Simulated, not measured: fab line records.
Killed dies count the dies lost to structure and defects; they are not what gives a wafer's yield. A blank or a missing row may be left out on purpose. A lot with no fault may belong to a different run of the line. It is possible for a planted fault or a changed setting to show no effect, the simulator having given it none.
The same fault as seen by 2 desks | flow gf180mcu | every desk sees just its own numbers, and what lay behind them comes last

== THE TOOL OWNER'S DESK: implanter-02 ==
For each lot that ran on this tool, the mean over its sampled wafers that have a number, from the tool's own readings at GF_VT_IMPLANT_IMPLANT_41. If a lot's mean is further than 4 standard deviations from the usual mean, the lot is out of limits and carries the mark OUT (the distance appears in the brackets).
Columns: A = doseIonsCm2 at GF_VT_IMPLANT_IMPLANT_41, usual 1.0132e+12; B = faradayCurrentUA at GF_VT_IMPLANT_IMPLANT_41, usual 5.72
lot  | first seen here | A                    | B
L689 | day 7 23:52     | 1.0129e+12           | 5.62
L691 | day 8 10:07     | 1.0124e+12           | 5.71
L692 | day 8 17:29     | 1.0150e+12           | 5.71
L695 | day 9 12:41     | 1.0134e+12           | 5.64
L703 | day 11 22:28    | 1.0832e+12 (+74) OUT | 6.15
L705 | day 12 11:10    | 1.0829e+12 (+73) OUT | 6.19
This desk's finding: out of limits on L703, L705; first on L703, day 11 22:28 (doseIonsCm2 at GF_VT_IMPLANT_IMPLANT_41). L689, L691, L692, L695 stayed within limits.

== AT THE METROLOGY DESK ==
What the gauges read for every lot (on any tool): the sampled wafers with a number, averaged. If a lot's mean is further than 4 standard deviations from the usual mean, the lot is out of limits and carries the mark OUT (the distance appears in the brackets).
Columns: A = M2_ALCU_THK at GF_M2_THK_MEAS_06, usual 453 nm
lot  | first seen here | A
L688 | day 18 12:52    | 453
L689 | day 18 21:12    | 452
L691 | day 19 09:31    | 457
L692 | day 20 02:44    | 456
L693 | day 20 06:31    | 446
L694 | day 20 18:43    | 459
L695 | day 21 02:28    | 455
L696 | day 21 08:48    | 451
L700 | day 22 18:09    | 448
L703 | day 23 23:31    | 455
L705 | day 24 12:36    | 453
L707 | day 25 04:35    | 450
L710 | day 26 09:24    | 457
L711 | day 26 11:14    | 448
This desk found nothing out of limits on any of the 14 lots.

== TAKEN TOGETHER ==
The tool owner's desk had the chance to raise an alarm at day 11 22:28 on L703, L705.
At the metrology desk, nothing out of limits was observed.
The metrology desk has L703, L705 on record, within its limits.
Every lot named ran GF_VT_IMPLANT_IMPLANT_41 on implanter-02.

== WHAT HAD BEEN PUT IN BY THE SIMULATOR ==
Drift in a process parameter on implanter-02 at GF_VT_IMPLANT_IMPLANT_41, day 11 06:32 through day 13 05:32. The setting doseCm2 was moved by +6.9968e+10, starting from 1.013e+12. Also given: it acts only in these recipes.
Struck lots among those shown: L703, L705.
Time in hours from fault onset to the first out-of-limits reading at each desk: the tool owner's desk, 16.
